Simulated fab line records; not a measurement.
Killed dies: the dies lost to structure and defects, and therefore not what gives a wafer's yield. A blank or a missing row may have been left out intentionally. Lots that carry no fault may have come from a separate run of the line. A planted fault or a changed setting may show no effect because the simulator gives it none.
Which tool is to blame? + flow gf180mcu + 21 wafers sampled from 7 lots at 1 step of a route of 602

== WHAT THE GAUGES READ, wafer by wafer ==
GF_STI_BOW_MEAS_00.
| lot  | measured    | on            | INCOMING_BOW (um) |
|------|-------------|---------------|-------------------|
| L915 | day 1 15:04 | film metro-02 | 1 0 3             |
| L918 | day 2 06:00 | film metro-03 | 6 -1 4            |
| L921 | day 2 21:04 | film metro-01 | -5 -3 12          |
| L924 | day 3 12:00 | film metro-01 | 9 4 -2            |
| L927 | day 4 03:00 | film metro-02 | 5 -5 7            |
| L933 | day 5 09:00 | film metro-03 | 8 0 -1            |
| L936 | day 6 00:02 | film metro-01 | 2 8 -8            |

== EACH LOT AND THE TOOL THAT RAN IT (in order: tool; ch and the chambers of the sampled wafers; start) ==
No process step before these readings appears in the record.

== THE ANSWER, worked out from the rows above alone ==
Rule: the lots themselves supply what counts as usual. The widest of any qualifying gaps counts: lots, ordered by their means at a reading, are off when they make up no more than a third of the lots, leave a main group of 4 or more, and stand apart from it by 3 or more times the standard deviation of that group's means. A main group is skipped when, at the precision printed for the reading in the tables above, its means are all equal. A lot without any number at a reading at which 4 lots or more have one is off too. The other lots that the step has rows for count as sound.
Across all readings shown, no lot is off: no conclusion can be drawn from this.

== WHAT THE SIMULATOR HAD PUT IN ==
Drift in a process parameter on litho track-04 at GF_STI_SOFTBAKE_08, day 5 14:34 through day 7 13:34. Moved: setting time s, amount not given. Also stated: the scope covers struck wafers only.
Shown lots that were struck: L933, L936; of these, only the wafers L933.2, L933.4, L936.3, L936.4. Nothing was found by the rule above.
